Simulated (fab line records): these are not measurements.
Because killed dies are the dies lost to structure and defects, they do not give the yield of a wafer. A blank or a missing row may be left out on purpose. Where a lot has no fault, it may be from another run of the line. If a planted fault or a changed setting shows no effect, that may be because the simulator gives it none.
A lot that was struck, set against a sound lot + flow sfqLine + 28 out of 325 route steps
Sound: the wafers L940.3, L940.4, L940.5. Struck: wafers L946.5, L946.6 (left out: L946.4, a lot-mate that was not struck); the cause follows at the end.
For every step that has rows: the tool of each side, followed by ch and its chambers, followed by its first start. Under that, the readings that differ: sound wafers + struck wafers + difference of the means + sigmas: that difference in standard deviations of wafers without a fault.
alike: same words and numbers on both sides, and readings whose means sit less than 2 such deviations apart. not compared: any withheld reading, any reading some wafer has no value for, any bound like >300 that may hide the same value, and any number with overlapping values for which the record gives no deviation.
The two part at a step that has a row with sigmas, a row that says differs or no value, or rows on one side only. When numbers do not overlap yet have no deviation, they are printed without sigmas and do not part them. A reading missing from all wafers of one side parts the sides only when that side holds two or more wafers.

first, 6 steps without rows for these wafers: SFQ_TRILAYER_M1_LITHO_COAT_044 (resist thk 62 nm); SFQ_TRILAYER_M1_LITHO_COAT_039 (resist thk 600 nm); SFQ_TRILAYER_M1_LITHO_SOFTBAKE_043; SFQ_TRILAYER_M1_LITHO_EXPOSE_040 (exposes mask M1, target cd 500 nm); SFQ_TRILAYER_M1_LITHO_PEB_042 (peb time 60 s); SFQ_TRILAYER_M1_LITHO_DEVELOP_041 (time 60 s).
SFQ_M1_OVL_MEAS_911:
  struck on overlay-01, day 29 05:22; sound on overlay-01, day 27 05:19
  alike: M1_OVL
then, 1 step without rows for these wafers: SFQ_TRILAYER_M1_BARC_OPEN_METAL_ETCH_054 (etches BARC in O2, target depth 125 nm, time 41.7 s).
SFQ_TRILAYER_M1_ETCH_METAL_ETCH_042: etches Nb in Cl2/Ar, stops on SiO2, target depth 240 nm, time 120 s.
  sound on rieMetal-03 ch 0,1, day 27 05:26; struck on rieMetal-04 ch 0,1, day 29 05:29
  alike: drypumpMotorCurrentA, oesProductAu
  not compared: rfHoursCounterH
SFQ_TRILAYER_M1_STRIP_STRIP_043: strips in O2.
  sound on rieMetal-03 ch 0,1, day 27 05:43; struck on rieMetal-04 ch 0,1, day 29 05:47
  alike: drypumpMotorCurrentA, oesProductAu
  not compared: rfHoursCounterH
then, 1 step without rows for these wafers: SFQ_TRILAYER_M1_STRIP_SOLV_CLEAN_044 (cleans in NMP, time 600 s).
SFQ_TRILAYER_I1_DEP_PECVD_045: deposits SiO2 from SiH4/N2O, time 111.11 s, target thk 500 nm.
  sound on pecvd-03 ch 0,1,2, day 27 06:18; struck on pecvd-04 ch 0,1, day 29 06:23
  alike: heaterPowerW, throttleValvePct
  not compared: sinceWetCleanH
SFQ_TRILAYER_I1_CMP_CMP_046: polishes SiO2.
  sound on cmp-01 ch 0,2,3, day 27 10:28; struck on cmp-01 ch 0,1, day 29 09:02
| reading                                            | sound             | struck    | difference | sigmas |
|----------------------------------------------------|-------------------|-----------|------------|--------|
| model.SiO2_of_TRILAYER_I1_DEP_PECVD_045.thkNm (nm) | 199.6 199.3 198.7 | 185 184.8 | -14        |        |
  alike: motorCurrentA, retainingRingPressureFrac, slurryFlowMlMin, timeToEndpointS
SFQ_I1_BOW_MEAS_912:
  struck on filmMetro-04, day 29 10:05; sound on filmMetro-03, day 27 12:30
  alike: I1_BOW
SFQ_TRILAYER_I1_METRO_MEASURE_047:
  struck on filmMetro-04, day 29 10:45; sound on filmMetro-03, day 27 12:59
| reading    | sound             | struck      | difference | sigmas |
|------------|-------------------|-------------|------------|--------|
| thkNm (nm) | 199.6 199.2 198.6 | 184.9 184.8 | -14.3      | -15    |
then, 6 steps without rows for these wafers: SFQ_TRILAYER_I1_VIA_LITHO_COAT_054 (resist thk 62 nm); SFQ_TRILAYER_I1_VIA_LITHO_COAT_049 (resist thk 650 nm); SFQ_TRILAYER_I1_VIA_LITHO_SOFTBAKE_053; SFQ_TRILAYER_I1_VIA_LITHO_EXPOSE_050 (exposes mask I1, target cd 500 nm); SFQ_TRILAYER_I1_VIA_LITHO_PEB_052 (peb time 60 s); SFQ_TRILAYER_I1_VIA_LITHO_DEVELOP_051 (time 60 s).
-- the record jumps here: 6 days lie between the struck wafers' starts before and after --
SFQ_I1_OVL_MEAS_913:
  struck on overlay-01, day 35 11:30; sound on overlay-02, day 33 19:53
  alike: I1_OVL
then, 1 step without rows for these wafers: SFQ_TRILAYER_I1_VIA_BARC_OPEN_VIA_ETCH_071 (etches BARC in O2, target depth 125 nm, time 41.7 s).
SFQ_TRILAYER_I1_VIA_ETCH_VIA_ETCH_052: etches SiO2 in CHF3, stops on Nb, target depth 260 nm.
  sound on rieDiel-01 ch 0,1,2, day 33 19:58; struck on rieDiel-02 ch 1,2, day 35 11:34
| reading                      | sound             | struck      | difference | sigmas |
|------------------------------|-------------------|-------------|------------|--------|
| oesProductAu (a.u.)          | 0.853 0.859 0.846 | 0.824 0.818 | -0.032     | -6     |
| model.etch.depthNm (nm)      | 199.6 199.3 198.7 | 185 184.8   | -14        |        |
| model.I1.featureDepthNm (nm) | 199.6 199.3 198.7 | 185 184.8   | -14        |        |
  alike: drypumpMotorCurrentA
SFQ_TRILAYER_I1_VIA_STRIP_STRIP_053: strips in O2.
  sound on rieMetal-03 ch 0,1, day 33 20:16; struck on rieMetal-03 ch 0,1, day 35 11:52
  alike: drypumpMotorCurrentA, oesProductAu
  not compared: rfHoursCounterH
then, 1 step without rows for these wafers: SFQ_TRILAYER_I1_VIA_STRIP_SOLV_CLEAN_054 (cleans in NMP, time 600 s).
SFQ_TRILAYER_M2_DEP_PRE_CLEAN_056: time 22.5 s.
  struck on pvdSputter-04, day 35 12:27; sound on pvdSputter-04, day 33 20:52
| reading                                            | sound             | struck      | difference | sigmas |
|----------------------------------------------------|-------------------|-------------|------------|--------|
| model.SiO2_of_TRILAYER_I1_DEP_PECVD_045.thkNm (nm) | 192.1 191.8 191.2 | 177.5 177.3 | -14.3      |        |
SFQ_TRILAYER_M2_DEP_SPUTTER_055: material Nb, target thk 200 nm, time 133.3 s.
  struck on pvdSputter-04, day 35 12:28; sound on pvdSputter-04, day 33 20:53
  alike: throttleValvePct

== WHERE THEY PART ==
Last at SFQ_TRILAYER_I1_VIA_ETCH_VIA_ETCH_052 as far as this record goes, first at SFQ_TRILAYER_I1_METRO_MEASURE_047. Later steps at which nothing parts them and some readings are alike: SFQ_TRILAYER_I1_VIA_STRIP_STRIP_053, SFQ_TRILAYER_M2_DEP_SPUTTER_055.

WHY: the cause the simulator had injected
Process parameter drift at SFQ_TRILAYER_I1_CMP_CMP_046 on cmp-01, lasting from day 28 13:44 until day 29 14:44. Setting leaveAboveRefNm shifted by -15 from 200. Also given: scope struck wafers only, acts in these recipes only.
